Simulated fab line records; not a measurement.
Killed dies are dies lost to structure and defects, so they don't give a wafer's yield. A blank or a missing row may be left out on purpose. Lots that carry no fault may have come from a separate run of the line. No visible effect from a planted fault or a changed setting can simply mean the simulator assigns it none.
Struck lot and sound lot, side by side :: flow gf180mcu :: 14 steps out of a route of 602
Sound: wafers L464.2, L464.3, L464.5. Wafers struck: L475.1, L475.4, L475.6. Last of all comes the cause.
For every step that has rows: the tool of each side, followed by ch and its chambers, followed by its first start. Under that, the readings that differ: sound wafers :: struck wafers :: difference of the means :: sigmas: that difference in standard deviations of wafers without a fault.
alike: words and numbers the same on both sides, and readings whose means are apart by under 2 such deviations; not compared: readings that were withheld, readings missing a value for some wafer, numbers with overlapping values and no deviation given by the record, and bounds like >300 which may hide the same value.
Wherever a step has rows on one side only, a row that says differs or no value, or a row with sigmas, the two part there. Numbers that don't overlap but have no deviation are shown without sigmas and don't part them. A reading missing from all wafers of one side parts the sides only when that side holds two or more wafers.

GF_HV_LDD_RTA_52: time 10 s.
  sound on rtpAnneal-02 ch 0, day 14 03:55; struck on rtpAnneal-01 ch 0, day 17 15:07
  alike: lampPowerPct, wafer_temp_C_max
GF_HV_LDD_RS_MEAS_53: a four-point-probe measurement.
  sound on filmMetro-03 at day 14 03:59; struck on filmMetro-01 at day 17 15:11
  alike: HV_LDD_RS
then, 1 step without rows for these wafers: GF_HV_LDD_CVD_54 (deposits SiO2 from TEOS, target thk 10 nm, time 75 s).
GF_HV_LDD_THK_MEAS_55:
  sound on filmMetro-04 at day 14 05:38; struck on filmMetro-04 at day 17 16:50
  alike: HV_LDD_CVD_54_THK
then, 1 step without rows for these wafers: GF_HV_LDD_CVD_56 (deposits Si3N4 from DCS/NH3, target thk 90 nm, time 1543 s).
GF_HV_LDD_THK_MEAS_57:
  sound on filmMetro-01 at day 14 07:07; struck on filmMetro-03 at day 17 18:19
  alike: HV_LDD_CVD_56_THK
GF_HV_LDD_ETCHBACK_58: etches Si3N4 in CH3F/O2, stops on SiO2, time 100 s, target depth 90 nm.
  sound on rieDiel-03 ch 0,1,3, day 14 07:10; struck on rieDiel-01 ch 1,2,3, day 17 18:23
  alike: drypumpMotorCurrentA, oesProductAu, throttleValvePct
  not compared: rfHoursCounterH
then, 5 steps without rows for these wafers: GF_NSD_DEHYDRATE_00 (time 60 s); GF_NSD_HMDS_01 (prime time 60 s); GF_NSD_COAT_02 (resist thk 1000 nm); GF_NSD_SOFTBAKE_03 (time 60 s); GF_NSD_EXPOSE_04 (exposes mask Nplus, target cd 400 nm).
GF_NSD_PEB_05:
  struck on lithoTrack-04, day 18 16:27; sound on lithoTrack-03 ch 0, day 15 03:49
reading: exhaustPa (Pa)
sound: 46.7 45.5 45.5
struck: - - -
difference: no value on the struck wafers
sigmas: 
  not compared: chillPlateTempC
then, 1 step without rows for these wafers: GF_NSD_DEVELOP_06 (develop time 60 s).

WHERE THEY PART
Only at GF_NSD_PEB_05, within this record.

WHY: whatever the simulator had introduced
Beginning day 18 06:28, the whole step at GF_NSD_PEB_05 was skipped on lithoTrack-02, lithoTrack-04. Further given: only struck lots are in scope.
